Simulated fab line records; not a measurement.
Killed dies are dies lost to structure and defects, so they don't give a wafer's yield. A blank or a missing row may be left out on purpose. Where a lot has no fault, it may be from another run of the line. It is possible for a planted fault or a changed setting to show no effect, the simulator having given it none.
A struck lot beside a sound one + flow sky130 + 15 out of 708 route steps
Sound: the wafers L796.1, L796.5, L796.6. Struck: wafer L790.2 (L790.4, L790.5, from the same lot, were not struck and are left out); the cause is given at the end.
For every step that has rows: the tool of each side, followed by ch and its chambers, followed by its first start. Under that, the readings that differ: sound wafers + struck wafers + difference of the means + sigmas: that difference in standard deviations of wafers without a fault.
alike: words and numbers the same on both sides, and readings whose means are apart by under 2 such deviations; not compared: readings that were withheld, readings missing a value for some wafer, numbers with overlapping values and no deviation given by the record, and bounds like >300 which may hide the same value.
Wherever a step has rows on one side only, a row that says differs or no value, or a row with sigmas, the two part there. Numbers that don't overlap but have no deviation are shown without sigmas and don't part them. Lack of a reading on every wafer of one side parts them only where that side has two or more wafers.

SKY_PWDE_TW_MEAS_10:
  struck on filmMetro-01, day 5 19:05; sound on filmMetro-01, day 7 07:06
  alike: PWDE_TW
then, 7 steps without rows for these wafers: SKY_NWELL_DEHYDRATE_03 (time 60 s); SKY_NWELL_HMDS_04 (prime time 60 s); SKY_NWELL_COAT_05 (resist thk 3000 nm); SKY_NWELL_SOFTBAKE_06; SKY_NWELL_EXPOSE_07 (exposes mask NWM, target cd 840 nm); SKY_NWELL_PEB_08; SKY_NWELL_DEVELOP_09 (develop time 60 s).
SKY_NWELL_OVL_MEAS_10:
  struck on overlay-01, day 6 12:36; sound on overlay-02, day 8 03:22
  alike: NWELL_00_OVL
then, 3 steps without rows for these wafers: SKY_NWELL_IMPLANT_11; SKY_NWELL_IMPLANT_12; SKY_NWELL_IMPLANT_13.
SKY_NWELL_STRIP_14: strips in O2/N2.
  sound on plasmaAsher-01 ch 0,1, day 8 03:52; struck on plasmaAsher-03 ch 1, day 6 13:05
| reading             | sound             | struck | difference | sigmas |
|---------------------|-------------------|--------|------------|--------|
| oesProductAu (a.u.) | 0.722 0.717 0.721 | 0.797  | +0.077     | +19    |
| overashFraction     | 0.5 0.5 0.5       | 0.3    | -0.2       |        |
  alike: drypumpMotorCurrentA, stripTimeToEndpointS
  not compared: rfHoursCounterH
SKY_NWELL_TW_MEAS_15:
  struck on filmMetro-03, day 6 13:11; sound on filmMetro-03, day 8 03:58
  alike: NWELL_TW
-- the record jumps here: 41 days lie between the struck wafers' starts before and after (it left off in module NWELL and takes up again in module PAD_OPEN, whose first step shown is number 708 of the route) --
SKY_PAD_OPEN_PROBE_99:
  struck on prober-01, day 47 12:41; sound on prober-02, day 50 11:23
| reading          | sound    | struck | difference | sigmas |
|------------------|----------|--------|------------|--------|
| killedAtFrontEnd | 20 24 29 | 10     | -14        | -3     |
  alike: killed_at_M0_to_M3, killed_at_M4_up, killedAtContacts, killedDies, killedOpen, killedShort

## WHERE THEY PART
Earliest at SKY_NWELL_STRIP_14; latest, in this record, at SKY_PAD_OPEN_PROBE_99.

WHY: what the simulator had put in
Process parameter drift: plasmaAsher-03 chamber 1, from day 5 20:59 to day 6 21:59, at SKY_NWELL_STRIP_14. Setting overashFraction shifted by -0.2 from 0.5. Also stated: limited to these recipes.
